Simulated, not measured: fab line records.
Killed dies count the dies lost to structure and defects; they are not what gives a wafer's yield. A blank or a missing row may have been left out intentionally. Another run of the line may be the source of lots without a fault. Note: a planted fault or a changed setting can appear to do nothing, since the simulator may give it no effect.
Which tool was responsible? :: flow sky130 :: 42 wafers from 14 lots sampled at 2 of the route's 708 steps

== WHAT THE GAUGES SHOWED, per wafer ==
The record lacks any reading of a measuring or inspecting step that a usual standard deviation could be used to judge.

== TOOL THAT RAN EACH LOT (tool first, then ch and the chambers of the sampled wafers, then the start) ==
lot: L539
SKY_FIELD_ISO_ETCH_14: rie_diel-01 ch 0,2,3, day 2 04:52
SKY_PAD_OPEN_PROBE_99: -

lot: L540
SKY_FIELD_ISO_ETCH_14: rie_diel-01 ch 1,2,3, day 2 10:34
SKY_PAD_OPEN_PROBE_99: -

lot: L541
SKY_FIELD_ISO_ETCH_14: rie_diel-04 ch 0,3, day 2 17:28
SKY_PAD_OPEN_PROBE_99: -

lot: L542
SKY_FIELD_ISO_ETCH_14: rie_diel-04 ch 0,1,3, day 2 20:50
SKY_PAD_OPEN_PROBE_99: -

lot: L543
SKY_FIELD_ISO_ETCH_14: rie_diel-04 ch 1,3, day 3 01:34
SKY_PAD_OPEN_PROBE_99: -

lot: L544
SKY_FIELD_ISO_ETCH_14: rie_diel-04 ch 0,1,2, day 3 05:34
SKY_PAD_OPEN_PROBE_99: -

lot: L545
SKY_FIELD_ISO_ETCH_14: rie_diel-01 ch 0,1,3, day 3 11:28
SKY_PAD_OPEN_PROBE_99: -

lot: L546
SKY_FIELD_ISO_ETCH_14: rie_diel-04 ch 0,2, day 3 16:28
SKY_PAD_OPEN_PROBE_99: -

lot: L547
SKY_FIELD_ISO_ETCH_14: rie_diel-04 ch 0,1,2, day 3 21:13
SKY_PAD_OPEN_PROBE_99: -

lot: L551
SKY_FIELD_ISO_ETCH_14: rie_diel-04 ch 0,3, day 4 18:46
SKY_PAD_OPEN_PROBE_99: prober-02, day 48 22:52

lot: L553
SKY_FIELD_ISO_ETCH_14: rie_diel-04 ch 1,2,3, day 5 05:02
SKY_PAD_OPEN_PROBE_99: -

lot: L559
SKY_FIELD_ISO_ETCH_14: rie_diel-01 ch 0,2,3, day 6 12:37
SKY_PAD_OPEN_PROBE_99: -

lot: L560
SKY_FIELD_ISO_ETCH_14: rie_diel-01 ch 1,2,3, day 6 17:25
SKY_PAD_OPEN_PROBE_99: -

lot: L562
SKY_FIELD_ISO_ETCH_14: rie_diel-02 ch 0,1,3, day 7 05:38
SKY_PAD_OPEN_PROBE_99: -
- SKY_FIELD_ISO_ETCH_14: etches BARC in N2/H2, stops on SiO2, time 45.9 s, target depth 60 nm.
- SKY_PAD_OPEN_PROBE_99

== WHAT THE TOOLS THEMSELVES READ (means of the sampled wafers that have a number; where no wafer has one, the mark that the record gives instead) ==
SKY_FIELD_ISO_ETCH_14.
lot: L539
tool: rie_diel-01
bias_w (W): 100.0
drypump_motor_current_A (A): 5.9
oes_product_au (a.u.): 0.861
throttle_valve_pct (%): 13.231

lot: L540
tool: rie_diel-01
bias_w (W): 99.9
drypump_motor_current_A (A): 5.6
oes_product_au (a.u.): 0.856
throttle_valve_pct (%): 13.231

lot: L541
tool: rie_diel-04
bias_w (W): 100.1
drypump_motor_current_A (A): 5.3
oes_product_au (a.u.): 0.851
throttle_valve_pct (%): 13.223

lot: L542
tool: rie_diel-04
bias_w (W): 100.0
drypump_motor_current_A (A): 6.0
oes_product_au (a.u.): 0.856
throttle_valve_pct (%): 13.228

lot: L543
tool: rie_diel-04
bias_w (W): 99.9
drypump_motor_current_A (A): 6.2
oes_product_au (a.u.): 0.853
throttle_valve_pct (%): 13.221

lot: L544
tool: rie_diel-04
bias_w (W): 99.7
drypump_motor_current_A (A): 6.5
oes_product_au (a.u.): 0.855
throttle_valve_pct (%): 13.224

lot: L545
tool: rie_diel-01
bias_w (W): 100.0
drypump_motor_current_A (A): 6.0
oes_product_au (a.u.): 0.853
throttle_valve_pct (%): 13.220

lot: L546
tool: rie_diel-04
bias_w (W): 100.1
drypump_motor_current_A (A): 6.5
oes_product_au (a.u.): 0.857
throttle_valve_pct (%): 13.227

lot: L547
tool: rie_diel-04
bias_w (W): 100.2
drypump_motor_current_A (A): 6.5
oes_product_au (a.u.): 0.853
throttle_valve_pct (%): 13.222

lot: L551
tool: rie_diel-04
bias_w (W): 83.2
drypump_motor_current_A (A): 5.6
oes_product_au (a.u.): 0.857
throttle_valve_pct (%): 13.224

lot: L553
tool: rie_diel-04
bias_w (W): 83.2
drypump_motor_current_A (A): 6.3
oes_product_au (a.u.): 0.853
throttle_valve_pct (%): 13.223

lot: L559
tool: rie_diel-01
bias_w (W): 99.9
drypump_motor_current_A (A): 5.9
oes_product_au (a.u.): 0.856
throttle_valve_pct (%): 13.230

lot: L560
tool: rie_diel-01
bias_w (W): 100.0
drypump_motor_current_A (A): 5.6
oes_product_au (a.u.): 0.854
throttle_valve_pct (%): 13.228

lot: L562
tool: rie_diel-02
bias_w (W): 100.2
drypump_motor_current_A (A): 5.5
oes_product_au (a.u.): 0.852
throttle_valve_pct (%): 13.227

SKY_PAD_OPEN_PROBE_99.
lot: L551
tool: prober-02
killed_at_M0_to_M3: 47
killed_at_M4_up: 2.0
killed_at_contacts: 21
killed_at_front_end: 17
killed_at_other: 0.0
killed_dies: 87
killed_open: 54
killed_short: 34

== THE ANSWER, worked out from the rows above alone ==
Rule: the lots themselves supply what counts as usual. Put in order of their means at a reading, lots are off if they are a third of the lots or fewer, leave a main group of 4 or more, and stand apart from it by a gap of 3 or more times the standard deviation of the main group's means; of several such gaps the widest counts. A main group is skipped when, at the precision printed for the reading in the tables above, its means are all equal. A lot without any number at a reading at which 4 lots or more have one is off too. The other lots that the step has rows for count as sound. First the gauges in route order, then the tools' own readings, where a lot's mean is used as printed above. The first step at which some lot is off is used, and at that step the reading that is off furthest; a lot without a number counts as furthest.
Off: L551, L553 (SKY_FIELD_ISO_ETCH_14, bias_w). Main group: mean 100.0 W, sd 0.14.
A tool fits if, at that step or a process step before it, it ran every lot that is off, and no sound lot after the first of them. One candidate fits, namely rie_diel-04 at SKY_FIELD_ISO_ETCH_14. A fault onset in the window from L547 (day 3 21:13, its last sound lot) to L551 (day 4 18:46, its first lot off) fits.
The tool's own readings at SKY_FIELD_ISO_ETCH_14 bear it out: on the lots that are off they differ by more than 5 times the standard deviation of the sound lots' means. bias_w reads 83.2 W there against 100.0 W on the sound lots.

== WHAT HAD BEEN PUT IN BY THE SIMULATOR ==
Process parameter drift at SKY_FIELD_ISO_ETCH_14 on rie_diel-04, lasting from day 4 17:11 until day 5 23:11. Setting bias_w, moved by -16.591, from 100. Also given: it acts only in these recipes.
Struck lots among those shown: L551, L553. The rule given above showed the same thing.
